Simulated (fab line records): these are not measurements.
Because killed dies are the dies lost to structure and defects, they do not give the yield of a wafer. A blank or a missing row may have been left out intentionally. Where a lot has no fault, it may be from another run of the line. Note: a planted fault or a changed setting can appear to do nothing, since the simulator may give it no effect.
Which of the tools did it? -- flow gf180mcu -- 24 lots with 72 wafers sampled at 3 steps, on a route of 602 steps

## WHAT THE GAUGES SHOWED, per wafer
GF_V3_RS_MEAS_24: the measuring method here is four-point-probe. Usual: V3_W_RS 0.324 ohm/sq, standard deviation 0.006.
lot,measured,on,V3_W_RS (ohm/sq),flag
L074,day 22 15:06,filmMetro-01,0.319 0.318 0.320,
L075,day 22 17:07,filmMetro-03,0.313 0.316 0.328,
L076,day 23 02:40,filmMetro-03,0.319 0.332 0.317,
L077,day 23 10:30,filmMetro-01,0.329 0.317 0.330,
L078,day 23 20:16,filmMetro-02,0.333 0.319 0.329,
L080,day 24 17:22,filmMetro-03,0.318 0.331 0.333,
L079,day 24 19:09,filmMetro-02,0.330 0.328 0.323,
L081,day 25 02:47,filmMetro-03,0.316 0.331 0.325,
L082,day 25 06:45,filmMetro-03,0.331 0.331 0.331,
L083,day 25 23:09,filmMetro-03,0.323 0.318 0.320,
L084,day 26 06:51,filmMetro-01,0.317 0.325 0.321,
L085,day 26 13:50,filmMetro-03,0.320 0.325 0.320,
L086,day 26 19:23,filmMetro-02,0.329 0.318 0.328,
L087,day 27 06:15,filmMetro-03,0.334 0.332 0.321,
L088,day 27 07:46,filmMetro-03,0.321 0.318 0.320,
L089,day 27 19:38,filmMetro-02,0.324 0.330 0.321,
L090,day 28 06:04,filmMetro-02,0.322 0.318 0.332,
L091,day 28 12:06,filmMetro-01,0.329 0.325 0.319,
L092,day 28 17:38,filmMetro-02,0.333 0.322 0.329,
L094,day 28 22:35,filmMetro-02,0.327 0.320 0.313,
L093,day 29 03:29,filmMetro-03,0.325 0.344 0.336,
L095,day 29 09:17,filmMetro-02,0.329 0.317 0.327,
L096,day 29 17:29,filmMetro-01,0.331 0.322 0.322,
L097,day 29 20:52,filmMetro-03,0.314 0.329 0.317,

GF_M5_CD_MEAS_07: target cd 280 nm. Usual: 280.0 nm for cdNm, sd 1.2.
lot,measured,on,cdNm (nm),flag
L074,day 26 12:47,cdSem-01,281.1 281.4 280.4,
L075,day 26 13:29,cdSem-02,280.9 280.3 281.1,
L076,day 26 21:29,cdSem-01,281.9 281.2 280.9,
L077,day 27 05:47,cdSem-01,278.2 277.7 278.8,
L078,day 27 13:56,cdSem-02,281.4 280.8 280.9,
L080,day 28 09:10,cdSem-02,278.4 280.6 280.6,
L079,day 28 10:41,cdSem-01,281.5 281.6 281.3,
L081,day 28 16:56,cdSem-02,279.2 280.1 280.3,
L082,day 28 20:26,cdSem-02,278.6 280.5 279.1,
L083,day 29 11:29,cdSem-02,277.8 278.3 279.7,
L084,day 29 16:42,cdSem-01,281.4 281.6 281.5,
L085,day 29 23:34,cdSem-02,278.2 278.4 278.7,
L086,day 30 06:22,cdSem-02,277.6 278.3 278.4,
L087,day 30 14:46,cdSem-01,280.9 281.2 280.1,
L088,day 30 16:26,cdSem-02,280.8 280.6 280.4,
L089,day 31 03:52,cdSem-01,278.8 278.4 278.4,
L090,day 31 13:42,cdSem-01,280.3 280.6 279.9,
L091,day 31 18:33,cdSem-01,280.2 281.0 278.8,
L092,day 31 23:13,cdSem-01,279.0 280.8 278.3,
L094,day 32 02:56,cdSem-01,279.8 279.8 279.1,
L093,day 32 07:43,cdSem-01,280.6 280.6 279.9,
L095,day 32 11:32,cdSem-01,280.3 281.3 280.8,
L096,day 32 20:10,cdSem-02,279.8 279.6 281.2,
L097,day 32 22:37,cdSem-02,279.9 279.1 277.1,

## WHAT TOOL EACH LOT RAN ON (gives the tool, then ch and the chambers of the sampled wafers, and finally the start)
lot,GF_M3_STRIP_17
L074,"plasmaAsher-01 ch 0,1, day 21 13:40"
L075,"plasmaAsher-02 ch 0,1, day 21 15:02"
L076,"plasmaAsher-02 ch 0,1, day 22 00:44"
L077,"plasmaAsher-03 ch 0,1, day 22 09:27"
L078,"plasmaAsher-03 ch 1, day 22 19:14"
L080,"plasmaAsher-01 ch 0,1, day 23 16:45"
L079,"plasmaAsher-02 ch 0,1, day 23 18:31"
L081,"plasmaAsher-01 ch 0,1, day 24 00:55"
L082,"plasmaAsher-02 ch 0,1, day 24 07:07"
L083,"plasmaAsher-01 ch 0,1, day 24 23:32"
L084,"plasmaAsher-01 ch 0,1, day 25 07:45"
L085,"plasmaAsher-01 ch 0,1, day 25 15:06"
L086,"plasmaAsher-01 ch 0,1, day 25 20:07"
L087,"plasmaAsher-01 ch 0,1, day 26 07:17"
L088,"plasmaAsher-03 ch 0,1, day 26 08:41"
L089,"plasmaAsher-03 ch 0,1, day 26 20:50"
L090,"plasmaAsher-02 ch 0,1, day 27 07:40"
L091,"plasmaAsher-03 ch 0,1, day 27 14:01"
L092,"plasmaAsher-03 ch 0,1, day 27 19:41"
L094,"plasmaAsher-02 ch 0,1, day 28 00:34"
L093,"plasmaAsher-03 ch 0,1, day 28 05:35"
L095,"plasmaAsher-03 ch 0,1, day 28 11:58"
L096,"plasmaAsher-03 ch 0, day 28 20:08"
L097,"plasmaAsher-02 ch 0,1, day 28 23:55"
- GF_M3_STRIP_17: strips in O2/N2.

## WHAT THE TOOLS THEMSELVES READ (means of the sampled wafers that have a number; where no wafer has one, the mark that the record gives instead)
GF_M3_STRIP_17. Usual: chamberPressureMTorr 1500.2 mTorr, standard deviation 1.4; drypumpMotorCurrentA 5.6 A, standard deviation 0.52; heaterPowerW 344 W, standard deviation 26; oesProductAu 0.537 a.u., standard deviation 0.0051; stripTimeToEndpointS 7.37 s, standard deviation 0.05.
lot,tool,chamberPressureMTorr (mTorr),drypumpMotorCurrentA (A),heaterPowerW (W),oesProductAu (a.u.),stripTimeToEndpointS (s),flag
L074,plasmaAsher-01,1500.3,5.9,349,0.539,7.36,
L075,plasmaAsher-02,1500.7,5.4,360,0.538,7.42,
L076,plasmaAsher-02,1500.9,5.8,380,0.540,7.35,
L077,plasmaAsher-03,1500.1,5.5,332,0.535,7.36,
L078,plasmaAsher-03,1498.8,4.7,304,0.536,7.37,
L080,plasmaAsher-01,1499.5,5.8,347,0.535,7.36,
L079,plasmaAsher-02,1500.2,5.5,358,0.542,7.45,
L081,plasmaAsher-01,1500.1,5.9,346,0.539,7.44,
L082,plasmaAsher-02,1500.0,5.4,359,0.538,7.37,
L083,plasmaAsher-01,1501.4,5.8,344,0.532,7.29,
L084,plasmaAsher-01,1500.1,5.9,350,0.531,7.33,
L085,plasmaAsher-01,1500.8,5.8,344,0.538,7.35,
L086,plasmaAsher-01,1499.2,5.8,347,0.537,7.30,
L087,plasmaAsher-01,1500.7,6.0,354,0.537,7.37,
L088,plasmaAsher-03,1498.9,5.1,311,0.538,7.37,
L089,plasmaAsher-03,1498.8,5.6,330,0.539,7.39,
L090,plasmaAsher-02,1500.9,5.8,377,0.538,7.35,
L091,plasmaAsher-03,1499.4,5.1,317,0.545,7.40,
L092,plasmaAsher-03,1500.7,5.5,327,0.541,7.37,
L094,plasmaAsher-02,1500.2,5.8,377,0.536,7.34,
L093,plasmaAsher-03,1499.8,5.1,317,0.535,7.35,
L095,plasmaAsher-03,1499.9,5.5,329,0.534,7.38,
L096,plasmaAsher-03,1501.7,5.9,342,0.538,7.41,
L097,plasmaAsher-02,1499.2,5.4,357,0.539,7.35,

## THE ANSWER, worked out from the rows above alone
Rule: a lot counts as off when the mean over its wafers that have a number is more than 3 standard deviations away from the usual mean. Also off: a lot with no number at a reading for which 4 or more lots have one. Any other lot the step has rows for is counted as sound. First the gauges in route order, then the tools' own readings, where a lot's mean is used as printed above. At the first step where some lot is off, the reading lying furthest off is the one used; lots without a number count as furthest.
Across all readings shown, no lot is off: no conclusion can be drawn from this.

## WHAT THE SIMULATOR PUT IN
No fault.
